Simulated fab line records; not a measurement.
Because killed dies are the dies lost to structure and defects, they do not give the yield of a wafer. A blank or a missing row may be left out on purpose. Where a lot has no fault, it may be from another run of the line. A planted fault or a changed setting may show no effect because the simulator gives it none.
Comparing a struck lot with a sound one + flow gf180mcu + 16 steps out of a route of 602
Sound: these wafers, L265.2, L265.5, L265.6. Wafers L253.1, L253.3, L253.5 were the ones struck. Last of all comes the cause.
Each step with rows lists, per side, the tool, then ch with its chambers, then its first start. Under that, the readings that differ: sound wafers + struck wafers + difference of the means + sigmas: that difference in standard deviations of wafers without a fault.
alike: readings with means less than 2 such deviations apart, plus words and numbers identical on both sides. not compared: withheld readings, readings lacking a value on some wafer, bounds such as >300 that could conceal the same value, and numbers that have no deviation in the record and whose values overlap.
A row with sigmas, a row that says differs or no value, or rows on one side alone: a step with any of these is where the two part. Numbers that have no deviation but don't overlap get no sigmas and don't part them. A reading that every wafer of one side lacks parts them only if that side has two wafers or more.

first, 3 steps without rows for these wafers: GF_V2_EXPOSE_11 (exposes mask Via2, target cd 260 nm); GF_V2_PEB_12 (peb time 90 s); GF_V2_DEVELOP_13 (develop time 60 s).
GF_V2_CD_MEAS_14: the cd target is 260 nm.
  struck on cd sem-02, day 23 01:37; sound on cd sem-01, day 27 01:17
| reading    | sound             | struck            | difference | sigmas |
|------------|-------------------|-------------------|------------|--------|
| cd nm (nm) | 257.5 258.5 259.0 | 261.6 260.7 260.9 | +2.7       | +2     |
GF_V2_OVL_MEAS_15:
  struck on overlay-01, day 23 01:44; sound on overlay-02, day 27 01:23
  alike: V2_OVL
GF_V2_ETCH_16: etches BARC in N2/H2.
  sound on rie diel-04 ch 2,3, day 27 01:25; struck on rie diel-03 ch 1,3, day 23 01:46
  alike: drypump motor current A, oes product au, throttle valve pct
GF_V2_ETCH_17: etches SiO2 in C4F8/O2/Ar, stops on TiN, target depth 630 nm.
  sound: rie diel-04 ch 2,3; struck: rie diel-03 ch 1,3
  alike: oes product au
GF_V2_STRIP_18: strips in O2/N2.
  sound on plasma asher-02 ch 0,1, day 27 01:33; struck on plasma asher-03 ch 0,1, day 23 01:54
  alike: drypump motor current A, heater power w, o2 flow sccm, oes product au
  not compared: rf hours counter h
then, 2 steps without rows for these wafers: GF_V2_STRIP_19 (strips in post etch residue remover, time 1200 s); GF_V2_CLEAN_20 (cleans in DIW).
GF_V2_SPUTTER_21: material Ti, target thk 15 nm, time 80.02 s.
  struck on pvd sputter-02, day 23 02:28; sound on pvd sputter-03, day 27 02:05
  alike: throttle valve pct
GF_V2_SPUTTER_22: material TiN, target thk 10 nm, time 40 s.
  struck on pvd sputter-02, day 23 02:32; sound on pvd sputter-03, day 27 02:09
  alike: throttle valve pct
GF_V2_CVD_23: deposits W, target thk 350 nm, time 104.94 s.
  sound on cvd w-01 ch 0,1, day 27 02:11; struck on cvd w-01 ch 1, day 23 02:34
  no value came back on the struck wafers for chamber pressure Torr (Torr), heater power outer w (W), heater power w (W), time s (s); on the sound wafers chamber pressure Torr (Torr) reads 39.91 39.92 40.10
GF_V2_RS_MEAS_24: measurement is done with a four-point probe.
  struck on film metro-01, day 23 02:41; sound on film metro-04, day 27 02:19
| reading          | sound             | struck               | difference | sigmas      |
|------------------|-------------------|----------------------|------------|-------------|
| V2_W_RS (ohm/sq) | 0.320 0.330 0.322 | 43.602 43.235 43.643 | +43.169    | +99 or more |
GF_V2_THK_MEAS_25: measures by xrf.
  struck on film metro-01, day 23 02:48; sound on film metro-04, day 27 02:26
  not compared: V2_W_THK
GF_V2_CMP_26: polishes, stops on SiO2, t overpolish 15 s, target thk 0 nm.
  sound on cmp-01 ch 0,1,2, day 27 02:38; struck on cmp-01 ch 0,3, day 23 02:52
| reading                | sound    | struck | difference | sigmas |
|------------------------|----------|--------|------------|--------|
| time to endpoint s (s) | 85 82 82 | 2 2 2  | -81        | -23    |
  alike: motor current A

WHERE THEY PART
Last at GF_V2_CMP_26 as far as this record goes, first at GF_V2_CD_MEAS_14.

WHY: what the simulator had put in
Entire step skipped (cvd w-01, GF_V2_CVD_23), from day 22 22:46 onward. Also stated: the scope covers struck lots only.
